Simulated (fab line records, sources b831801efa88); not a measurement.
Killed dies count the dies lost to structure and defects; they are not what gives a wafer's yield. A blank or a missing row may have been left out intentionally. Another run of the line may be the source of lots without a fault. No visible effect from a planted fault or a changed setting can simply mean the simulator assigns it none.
Comparing a struck lot with a sound one | flow sky130 | 17 steps out of a route of 708
Sound: the wafers L614.1, L614.5, L614.6. Wafers struck: L617.1, L617.5, L617.6. The cause is given at the end.
For every step that has rows: the tool of each side, followed by ch and its chambers, followed by its first start. Under that, the readings that differ: sound wafers | struck wafers | difference of the means | sigmas: that difference in standard deviations of wafers without a fault.
alike: same words and numbers on both sides, and readings whose means sit less than 2 such deviations apart. not compared: any withheld reading, any reading some wafer has no value for, any bound like >300 that may hide the same value, and any number with overlapping values for which the record gives no deviation.
The two part at a step that has a row with sigmas, a row that says differs or no value, or rows on one side only. Numbers that have no deviation but don't overlap get no sigmas and don't part them. Lack of a reading on every wafer of one side parts them only where that side has two or more wafers.

first, 2 steps without rows for these wafers: SKY_LOCAL_INTERCONNECT_PEB_09; SKY_LOCAL_INTERCONNECT_DEVELOP_10 (develop time 60 s).
SKY_LOCAL_INTERCONNECT_CD_MEAS_11: target cd 170 nm.
  sound on cd sem-02, day 31 09:38; struck on cd sem-02, day 31 20:41
  alike: cd nm
SKY_LOCAL_INTERCONNECT_OVL_MEAS_12:
  sound on overlay-01, day 31 09:45; struck on overlay-01, day 31 20:48
  alike: LOCAL_INTERCONNECT_OVL
SKY_LOCAL_INTERCONNECT_ETCH_13: etches BARC in N2/H2, stops on SiO2, time 45.9 s, target depth 60 nm.
  sound on rie metal-01 ch 0,1, day 31 09:47; struck on rie metal-02 ch 0,1, day 31 20:50
  alike: drypump motor current A, he backside leak sccm, oes product au, throttle valve pct
  not compared: rf hours counter h
SKY_LOCAL_INTERCONNECT_METAL_ETCH_14: etches TiN in Cl2/BCl3, stops on PSG, target depth 110 nm, time 31.4 s.
  sound on rie metal-01 ch 0,1, day 31 09:51; struck on rie metal-02 ch 0,1, day 31 20:54
  alike: drypump motor current A, he backside leak sccm, mfc cl2 sccm, oes product au, throttle valve pct
  not compared: rf hours counter h
SKY_LOCAL_INTERCONNECT_STRIP_15: strips in O2/N2.
  sound on plasma asher-03 ch 0,1, day 31 09:54; struck on plasma asher-04 ch 0,1, day 31 20:57
  alike: drypump motor current A, oes product au, strip time to endpoint s
  not compared: rf hours counter h
then, 3 steps without rows for these wafers: SKY_LOCAL_INTERCONNECT_STRIP_16 (strips in post etch residue remover, time 1200 s); SKY_LOCAL_INTERCONNECT_CLEAN_17 (cleans in IPA, time 180 s); SKY_LOCAL_INTERCONNECT_CLEAN_18 (cleans in O3/DIW).
SKY_CONTACT_CVD_00: deposits Si3N4, target thk 75 nm.
  sound on pecvd-01 ch 0,2, day 31 10:29; struck on pecvd-04 ch 0,1,2, day 31 21:38
  alike: heater power w
SKY_CONTACT_THK_MEAS_01:
  sound on film metro-01, day 31 10:31; struck on film metro-01, day 31 21:40
  alike: CONTACT_CVD_00_THK
SKY_CONTACT_HDPCVD_02: deposits SiO2, target thk 565 nm, time 94.2 s.
  sound on hdpcvd-01 ch 0,1,2, day 31 10:35; struck on hdpcvd-01 ch 0,1, day 31 21:44
  reading                                     | sound             | struck            | difference | sigmas
  sih4 flow sccm (sccm)                       | 59.95 60.19 60.17 | 71.71 72.16 71.81 | +11.79     | +59
  model.SiO2_of_CONTACT_HDPCVD_02.thk nm (nm) | 555.3 569 564.2   | 672.2 677.2 674.9 | +111.9     |
SKY_CONTACT_THK_MEAS_03:
  sound on film metro-02, day 31 10:39; struck on film metro-02, day 31 22:02
  reading                 | sound       | struck      | difference | sigmas
  CONTACT_HDPCVD_THK (nm) | 555 569 565 | 672 677 675 | +112       | +19
  not compared: hold
SKY_CONTACT_CMP_04: polishes SiO2.
  sound on cmp-02 ch 1,2, day 31 10:43; struck on cmp-02 ch 0,1,2, day 32 04:07
  reading                | sound    | struck                                                                     | difference                   | sigmas
  hold                   | - - -    | await dispo/1.7h/release await dispo/1.7h/release await dispo/1.7h/release | no value on the sound wafers |
  time to endpoint s (s) | 82 86 84 | 131 129 129                                                                | +46                          | +13
  alike: edge zone pressure frac, motor current A
SKY_CONTACT_BOW_MEAS_05:
  sound on film metro-01, day 31 11:02; struck on film metro-02, day 32 04:19
  alike: CONTACT_BOW
-- the record jumps here: 15 days lie between the struck wafers' starts before and after (it left off in module CONTACT and takes up again in module PAD_OPEN, whose first step shown is number 708 of the route) --
SKY_PAD_OPEN_PROBE_99:
  sound on prober-01, day 46 11:46; struck on prober-02, day 46 23:58
  alike: killed_at_M0_to_M3, killed_at_M4_up, killed at contacts, killed at front end, killed at other, killed dies, killed open, killed short

== WHERE THEY PART ==
Earliest at SKY_CONTACT_HDPCVD_02; latest, in this record, at SKY_CONTACT_CMP_04. Later steps at which nothing parts them and some readings are alike: SKY_CONTACT_BOW_MEAS_05, SKY_PAD_OPEN_PROBE_99.

WHY: the cause the simulator had injected
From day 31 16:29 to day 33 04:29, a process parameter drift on hdpcvd-01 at SKY_CONTACT_HDPCVD_02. Setting sih4 flow sccm shifted by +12 from 60. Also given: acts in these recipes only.
